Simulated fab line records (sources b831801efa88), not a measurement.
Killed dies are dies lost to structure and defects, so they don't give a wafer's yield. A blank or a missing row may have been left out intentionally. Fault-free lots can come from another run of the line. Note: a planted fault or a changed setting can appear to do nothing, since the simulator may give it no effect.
Matching of chambers ; flow gf180mcu ; GF_V3_CMP_04 on cmp-01 has 4 sister chambers
The step polishes SiO2. 8 wafers are shown with their chamber, then 12 later ones without.

## WAFERS, EACH WITH ITS CHAMBER
wafer;chamber;motor-current-A (A);time-to-endpoint-s (s)
L088.1;0;14.8;90
L088.5;3;13.0;77
L089.1;1;12.8;85
L089.5;2;13.9;88
L089.6;3;12.4;79
L090.2;0;14.9;93
L090.3;1;12.3;79
L090.4;2;13.8;85

## WAFERS WITHOUT THEIR CHAMBER
wafer;motor-current-A (A);time-to-endpoint-s (s)
L091.2;13.4;83
L091.3;15.2;92
L091.6;12.8;90
L093.1;14.3;88
L093.3;12.0;81
L093.6;14.7;91
L094.1;12.8;77
L094.3;15.2;95
L094.6;13.1;86
L095.3;12.4;87
L095.4;13.7;87
L095.6;12.7;88

## CHAMBER TAKEN BY EACH
wafer;from the rows above;in truth
L091.2;can't be placed: 2 or 1 or 3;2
L091.3;0;0
L091.6;can't be placed: 1 or 2 or 3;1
L093.1;can't be placed: 2 or 0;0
L093.3;can't be placed: 1 or 3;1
L093.6;0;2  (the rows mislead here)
L094.1;can't be placed: 3 or 1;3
L094.3;0;0
L094.6;can't be placed: 1 or 2 or 3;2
L095.3;can't be placed: 1 or 3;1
L095.4;2;2
L095.6;can't be placed: 1 or 3 or 2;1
Placed correctly: 3 of 12. Can't be placed from these rows: 8 (the true chamber is among the candidates in 8). 1 placed wrongly.
How it was worked out, from the rows above alone: a wafer's distance from a chamber is the root of the sum, over the readings, of the square of ((its reading less the chamber's mean) divided by the reading's scatter). If the next closest chamber is less than 2 further off than the closest, the wafer can't be placed; otherwise it belongs to the closest. For every chamber, the mean is computed from those of its wafers that are shown. How the scatter is found: for the shown wafers, subtract from each reading the mean of its chamber, square and add these, divide the total by (wafers less chambers), then take the root.
